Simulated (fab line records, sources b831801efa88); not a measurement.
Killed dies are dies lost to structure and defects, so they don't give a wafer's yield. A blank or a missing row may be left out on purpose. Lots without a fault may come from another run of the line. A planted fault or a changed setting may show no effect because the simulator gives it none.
A struck lot beside a sound one | flow sky130 | 24 steps out of a route of 708
Sound: wafers L594.1, L594.4, L594.6. Struck: wafer L602.6. (L602.1 of the same lot was not struck and is left out.) The cause comes at the end.
At each step with rows: each side's tool, then ch and its chambers, then its first start. Under that, the readings that differ: sound wafers | struck wafers | difference of the means | sigmas: that difference in standard deviations of wafers without a fault.
alike: readings whose means differ by less than 2 such deviations, and words and numbers that are the same on both sides. not compared: withheld readings, readings that some wafer has no value for, bounds like >300 that may hide the same value, and numbers for which the record gives no deviation and whose values overlap.
The two part at a step that has a row with sigmas, a row that says differs or no value, or rows on one side only. Numbers that don't overlap but have no deviation are shown without sigmas and don't part them. A reading that every wafer of one side lacks parts them only if that side has two wafers or more.

first, 6 steps without rows for these wafers: SKY_PWDE_HMDS_01 (prime time 60 s); SKY_PWDE_COAT_02 (resist thk 3000 nm); SKY_PWDE_SOFTBAKE_03; SKY_PWDE_EXPOSE_04 (exposes mask PWDEM, target cd 840 nm); SKY_PWDE_PEB_05; SKY_PWDE_DEVELOP_06 (develop time 60 s).
SKY_PWDE_OVL_MEAS_07:
  sound on overlay-02, day 4 10:21; struck on overlay-02, day 6 07:56
  alike: PWDE_OVL
then, 1 step without rows for these wafers: SKY_PWDE_IMPLANT_08.
SKY_PWDE_STRIP_09: strips in O2/N2.
  sound on plasma_asher-01 ch 0,1, day 4 10:32; struck on plasma_asher-01 ch 1, day 6 08:07
  alike: drypump_motor_current_A, oes_product_au, strip_time_to_endpoint_s
  not compared: rf_hours_counter_h
SKY_PWDE_TW_MEAS_10:
  sound on film_metro-03, day 4 10:38; struck on film_metro-02, day 6 08:13
  reading | sound             | struck | difference | sigmas
  PWDE_TW | 369.9 369.0 369.5 | 375.8  | +6.3       | +2
then, 2 steps without rows for these wafers: SKY_NWELL_DEHYDRATE_03 (time 60 s); SKY_NWELL_HMDS_04 (prime time 60 s).
SKY_NWELL_COAT_05: resist thk 3000 nm.
  sound on litho_track-01 ch 0, day 4 19:12; struck on litho_track-01 ch 0, day 6 18:06
  reading                                 | sound          | struck | difference | sigmas
  model.coat_of_NWELL_COAT_05.thk_nm (nm) | 2969 2975 2974 | 1844   | -1129      |
then, 3 steps without rows for these wafers: SKY_NWELL_SOFTBAKE_06; SKY_NWELL_EXPOSE_07 (exposes mask NWM, target cd 840 nm); SKY_NWELL_PEB_08.
SKY_NWELL_DEVELOP_09: develop time 60 s.
  sound on litho_track-01 ch 0; struck on litho_track-04 ch 0
  reading                                 | sound          | struck | difference | sigmas
  model.coat_of_NWELL_COAT_05.thk_nm (nm) | 2965 2971 2970 | 1840   | -1129      |
SKY_NWELL_OVL_MEAS_10:
  sound on overlay-02, day 5 05:12; struck on overlay-01, day 7 03:41
  alike: NWELL_00_OVL
then, 3 steps without rows for these wafers: SKY_NWELL_IMPLANT_11; SKY_NWELL_IMPLANT_12; SKY_NWELL_IMPLANT_13.
SKY_NWELL_STRIP_14: strips in O2/N2.
  sound on plasma_asher-03 ch 0,1, day 5 05:41; struck on plasma_asher-02 ch 0, day 7 04:10
  reading                      | sound             | struck | difference | sigmas
  strip_time_to_endpoint_s (s) | 36.55 36.63 36.61 | 23.52  | -13.08     | -99 or more
  alike: drypump_motor_current_A, oes_product_au
  not compared: rf_hours_counter_h
SKY_NWELL_TW_MEAS_15:
  sound on film_metro-02, day 5 05:47; struck on film_metro-02, day 7 04:16
  alike: NWELL_TW
-- the record jumps here: 42 days lie between the struck wafers' starts before and after (it left off in module NWELL and takes up again in module PAD_OPEN, whose first step shown is number 708 of the route) --
SKY_PAD_OPEN_PROBE_99:
  sound on prober-01, day 47 02:15; struck on prober-02, day 48 17:23
  reading                                     | sound                         | struck    | difference | sigmas
  model.etest.pfet_16v.r_on_ohm_um            | 1.55e+04 1.517e+04 1.516e+04  | 1.639e+04 | +1.113e+03 |
  model.etest.nfet_16v.r_on_ohm_um            | 1.394e+04 1.383e+04 1.393e+04 | 1.405e+04 | +1.500e+02 |
  model.etest.res_nwell.line_ohm_um           | 1184 1143 1139                | 989.6     | -165.7     |
  model.etest.res_nwell.width_nm (nm)         | 841.7 846.3 839.2             | 942.3     | +99.9      |
  model.etest.res_iso_pwell.width_nm (nm)     | 2630 2642 2648                | 2590      | -50        |
  model.etest.pfet_16v.drive_ua_um            | 241.3 246.2 247.2             | 227.9     | -17.0      |
  model.etest.iso_nwell_nwell.leak_log10_a_um | -13.74 -13.87 -13.54          | -12.15    | +1.57      |
  alike: killed_at_M0_to_M3, killed_at_M4_up, killed_at_contacts, killed_at_front_end, killed_at_other, killed_dies, killed_open, killed_short

WHERE THEY PART
First at SKY_PWDE_TW_MEAS_10; last, within this record, at SKY_NWELL_STRIP_14. Later steps at which nothing parts them and some readings are alike: SKY_NWELL_TW_MEAS_15, SKY_PAD_OPEN_PROBE_99.

WHY: what the simulator had put in
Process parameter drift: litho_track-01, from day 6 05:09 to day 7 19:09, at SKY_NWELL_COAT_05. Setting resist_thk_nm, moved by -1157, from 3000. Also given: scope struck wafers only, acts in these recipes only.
